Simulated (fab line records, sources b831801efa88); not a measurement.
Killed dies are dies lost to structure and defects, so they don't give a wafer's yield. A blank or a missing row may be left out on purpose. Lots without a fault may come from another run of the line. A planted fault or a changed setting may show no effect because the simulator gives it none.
Which tool did it? | flow sky130 | 11 lots, 33 wafers sampled, at 4 steps of a route of 708

WHAT THE GAUGES READ, wafer by wafer
SKY_LI_CONTACT_THK_MEAS_01. Usual: LI_CONTACT_HDPCVD_THK 932 nm, standard deviation 8.5.
lot  | measured     | on            | LI_CONTACT_HDPCVD_THK (nm) | flag
L515 | day 27 19:05 | film_metro-01 | 936 936 936                |
L516 | day 28 07:13 | film_metro-01 | 928 939 915                |
L519 | day 29 08:35 | film_metro-03 | 929 929 931                |
L520 | day 29 18:35 | film_metro-03 | 934 940 936                |
L521 | day 30 06:59 | film_metro-03 | 934 944 927                |
L522 | day 31 07:40 | film_metro-02 | 923 928 922                |
L525 | day 31 15:38 | film_metro-03 | 933 938 936                |
L529 | day 33 00:49 | film_metro-02 | 1295 1296 1295             | OFF
L530 | day 33 07:47 | film_metro-02 | 1302 1301 1297             | OFF
L532 | day 34 07:02 | film_metro-01 | 1302 1300 1298             | OFF
L536 | day 35 01:40 | film_metro-02 | 940 915 936                |

WHICH TOOL RAN EACH LOT (tool, then ch and the chambers of the sampled wafers, then the start)
lot  | SKY_POLY_CUT_STRIP_12                | SKY_SD_N_STRIP_11                    | SKY_LI_CONTACT_HDPCVD_00
L515 | plasma_asher-03 ch 0,1, day 24 02:59 | plasma_asher-02 ch 0,1, day 27 18:13 | hdpcvd-01 ch 0,1,2, day 27 18:59
L516 | plasma_asher-01 ch 0,1, day 24 13:38 | plasma_asher-03 ch 0,1, day 28 06:21 | hdpcvd-01 ch 0,1,2, day 28 07:05
L519 | plasma_asher-03 ch 0,1, day 25 17:27 | plasma_asher-03 ch 0,1, day 29 07:43 | hdpcvd-01 ch 0,1,2, day 29 08:29
L520 | plasma_asher-03 ch 0,1, day 26 02:38 | plasma_asher-02 ch 0,1, day 29 17:43 | hdpcvd-02 ch 0,1,2, day 29 18:29
L521 | plasma_asher-01 ch 0,1, day 26 16:53 | plasma_asher-02 ch 0,1, day 30 06:07 | hdpcvd-02 ch 1,2, day 30 06:53
L522 | plasma_asher-01 ch 0,1, day 27 18:26 | plasma_asher-02 ch 0,1, day 31 06:47 | hdpcvd-01 ch 0,2, day 31 07:34
L525 | plasma_asher-02 ch 0,1, day 28 03:27 | plasma_asher-03 ch 0,1, day 31 14:46 | hdpcvd-02 ch 0,2, day 31 15:32
L529 | plasma_asher-01 ch 0,1, day 29 11:47 | plasma_asher-03 ch 0,1, day 32 23:56 | hdpcvd-01 ch 0,1,2, day 33 00:44
L530 | plasma_asher-03 ch 0, day 29 19:20   | plasma_asher-02 ch 1, day 33 06:55   | hdpcvd-01 ch 0,1, day 33 07:41
L532 | plasma_asher-02 ch 0,1, day 30 18:41 | plasma_asher-03 ch 1, day 34 06:10   | hdpcvd-01 ch 0,1,2, day 34 06:55
L536 | plasma_asher-03 ch 0,1, day 31 13:23 | plasma_asher-03 ch 0,1, day 35 00:49 | hdpcvd-02 ch 1,2, day 35 01:34
- SKY_POLY_CUT_STRIP_12: strips in O2/N2.
- SKY_SD_N_STRIP_11: strips in O2/N2.
- SKY_LI_CONTACT_HDPCVD_00: deposits PSG, target thk 930 nm, time 155 s.

WHAT THE TOOLS THEMSELVES READ (means of the sampled wafers that have a number; where no wafer has one, the mark that the record gives instead)
SKY_POLY_CUT_STRIP_12. Usual: drypump_motor_current_A 5.69 A, standard deviation 0.25; o2_flow_sccm 2999 sccm, standard deviation 8.6; oes_product_au 0.453 a.u., standard deviation 0.0045; strip_time_to_endpoint_s 5.365 s, standard deviation 0.017.
lot  | tool            | drypump_motor_current_A (A) | o2_flow_sccm (sccm) | oes_product_au (a.u.) | strip_time_to_endpoint_s (s) | flag
L515 | plasma_asher-03 | 5.87                        | 2999                | 0.456                 | 5.377                        |
L516 | plasma_asher-01 | 5.62                        | 3005                | 0.455                 | 5.378                        |
L519 | plasma_asher-03 | 5.71                        | 2990                | 0.456                 | 5.348                        |
L520 | plasma_asher-03 | 5.89                        | 2995                | 0.445                 | 5.358                        |
L521 | plasma_asher-01 | 5.83                        | 2994                | 0.455                 | 5.377                        |
L522 | plasma_asher-01 | 5.84                        | 2989                | 0.455                 | 5.341                        |
L525 | plasma_asher-02 | 5.54                        | 2998                | 0.451                 | 5.352                        |
L529 | plasma_asher-01 | 5.65                        | 3004                | 0.454                 | 5.360                        |
L530 | plasma_asher-03 | 6.07                        | 3007                | 0.453                 | 5.374                        |
L532 | plasma_asher-02 | 5.64                        | 3001                | 0.452                 | 5.337                        |
L536 | plasma_asher-03 | 5.88                        | 2994                | 0.454                 | 5.371                        |

SKY_SD_N_STRIP_11. Usual: drypump_motor_current_A 5.6 A, standard deviation 0.31; o2_flow_sccm 3001 sccm, standard deviation 8.9; oes_product_au 0.527 a.u., standard deviation 0.0045; strip_time_to_endpoint_s 22.54 s, standard deviation 0.04.
lot  | tool            | drypump_motor_current_A (A) | o2_flow_sccm (sccm) | oes_product_au (a.u.) | strip_time_to_endpoint_s (s) | flag
L515 | plasma_asher-02 | 5.5                         | 3004                | 0.529                 | 22.50                        |
L516 | plasma_asher-03 | 5.7                         | 2990                | 0.527                 | 22.56                        |
L519 | plasma_asher-03 | 5.7                         | 3004                | 0.524                 | 22.54                        |
L520 | plasma_asher-02 | 5.6                         | 3015                | 0.529                 | 22.61                        |
L521 | plasma_asher-02 | 5.5                         | 3005                | 0.529                 | 22.50                        |
L522 | plasma_asher-02 | 5.5                         | 2993                | 0.528                 | 22.51                        |
L525 | plasma_asher-03 | 5.7                         | 3008                | 0.527                 | 22.54                        |
L529 | plasma_asher-03 | 5.7                         | 3000                | 0.530                 | 22.55                        |
L530 | plasma_asher-02 | 5.7                         | 2999                | 0.529                 | 22.56                        |
L532 | plasma_asher-03 | 5.5                         | 3000                | 0.531                 | 22.53                        |
L536 | plasma_asher-03 | 5.9                         | 2993                | 0.525                 | 22.55                        |

THE ANSWER, worked out from the rows above alone
Rule: a lot is off if the mean of its wafers that have a number lies more than 3 standard deviations from the usual mean. A lot without any number at a reading at which 4 lots or more have one is off too. The other lots that the step has rows for count as sound. The gauges are gone through in route order, then the tools' own readings, and for those a lot's mean is taken as printed above. The first step at which some lot is off is used, and at that step the reading that is off furthest; a lot without a number counts as furthest.
Off: L529, L530, L532, at SKY_LI_CONTACT_THK_MEAS_01 (LI_CONTACT_HDPCVD_THK).
A tool fits if, at a process step before that reading, it ran every lot that is off, and no sound lot after the first of them. The gauges at SKY_LI_CONTACT_THK_MEAS_01 are tried like those tools. One fits: hdpcvd-01 at SKY_LI_CONTACT_HDPCVD_00. Its last sound lot is L522 (day 31 07:34), its first lot that is off L529 (day 33 00:44): a fault that began between those two fits.

WHAT THE SIMULATOR HAD PUT IN
Process parameter drift: hdpcvd-01, from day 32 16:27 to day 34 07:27, at SKY_LI_CONTACT_HDPCVD_00. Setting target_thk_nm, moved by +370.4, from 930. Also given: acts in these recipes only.
Lots struck among those shown: L529, L530, L532. The rule above found the same.
